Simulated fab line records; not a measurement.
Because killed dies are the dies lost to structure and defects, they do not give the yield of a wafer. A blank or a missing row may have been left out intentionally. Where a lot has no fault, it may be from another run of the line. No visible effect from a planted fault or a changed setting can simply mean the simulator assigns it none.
What tool caused it? || flow sky130 || at 1 step of a route of 708, 11 lots with 33 wafers sampled

WHAT THE GAUGES READ, wafer by wafer
SKY_CONTACT_OVL_MEAS_15. Usual: CONTACT_OVL -2 nm, standard deviation 5.6.
{"lot": "L920", "measured": "day 32 10:27", "on": "overlay-01", "CONTACT_OVL (nm)": "-9 -1 -8", "flag": ""}
{"lot": "L921", "measured": "day 32 18:43", "on": "overlay-01", "CONTACT_OVL (nm)": "-7 -3 -3", "flag": ""}
{"lot": "L922", "measured": "day 33 02:34", "on": "overlay-01", "CONTACT_OVL (nm)": "-4 -5 1", "flag": ""}
{"lot": "L924", "measured": "day 33 23:29", "on": "overlay-01", "CONTACT_OVL (nm)": "0 -9 -6", "flag": ""}
{"lot": "L925", "measured": "day 34 05:53", "on": "overlay-01", "CONTACT_OVL (nm)": "2 1 9", "flag": ""}
{"lot": "L926", "measured": "day 34 13:14", "on": "overlay-02", "CONTACT_OVL (nm)": "-7 -3 2", "flag": ""}
{"lot": "L929", "measured": "day 35 12:51", "on": "overlay-02", "CONTACT_OVL (nm)": "3 -1 8", "flag": ""}
{"lot": "L931", "measured": "day 35 22:41", "on": "overlay-02", "CONTACT_OVL (nm)": "-5 0 -3", "flag": ""}
{"lot": "L933", "measured": "day 36 07:19", "on": "overlay-01", "CONTACT_OVL (nm)": "-6 2 -8", "flag": ""}
{"lot": "L934", "measured": "day 36 23:43", "on": "overlay-01", "CONTACT_OVL (nm)": "-2 -16 -7", "flag": ""}
{"lot": "L937", "measured": "day 37 17:25", "on": "overlay-02", "CONTACT_OVL (nm)": "-2 5 6", "flag": ""}

TOOL THAT RAN EACH LOT (tool first, then ch and the chambers of the sampled wafers, then the start)
Record: no process step prior to these readings.

AS READ BY THE TOOLS THEMSELVES (means over the sampled wafers that have a number; for cases with no such wafer, the mark the record gives instead)
The record holds no such reading with a usual standard deviation.

THE ANSWER, worked out from the rows above alone
Rule: lot off if the mean of its wafers having a number is beyond 3 standard deviations from the usual mean. A lot without any number at a reading at which 4 lots or more have one is off too. Any other lot the step has rows for is counted as sound. First the gauges in route order, then the tools' own readings, where a lot's mean is used as printed above. At the first step where some lot is off, the reading lying furthest off is the one used; lots without a number count as furthest.
No lot is off at any reading shown: from this, nothing can be told.

WHAT THE SIMULATOR HAD INSERTED
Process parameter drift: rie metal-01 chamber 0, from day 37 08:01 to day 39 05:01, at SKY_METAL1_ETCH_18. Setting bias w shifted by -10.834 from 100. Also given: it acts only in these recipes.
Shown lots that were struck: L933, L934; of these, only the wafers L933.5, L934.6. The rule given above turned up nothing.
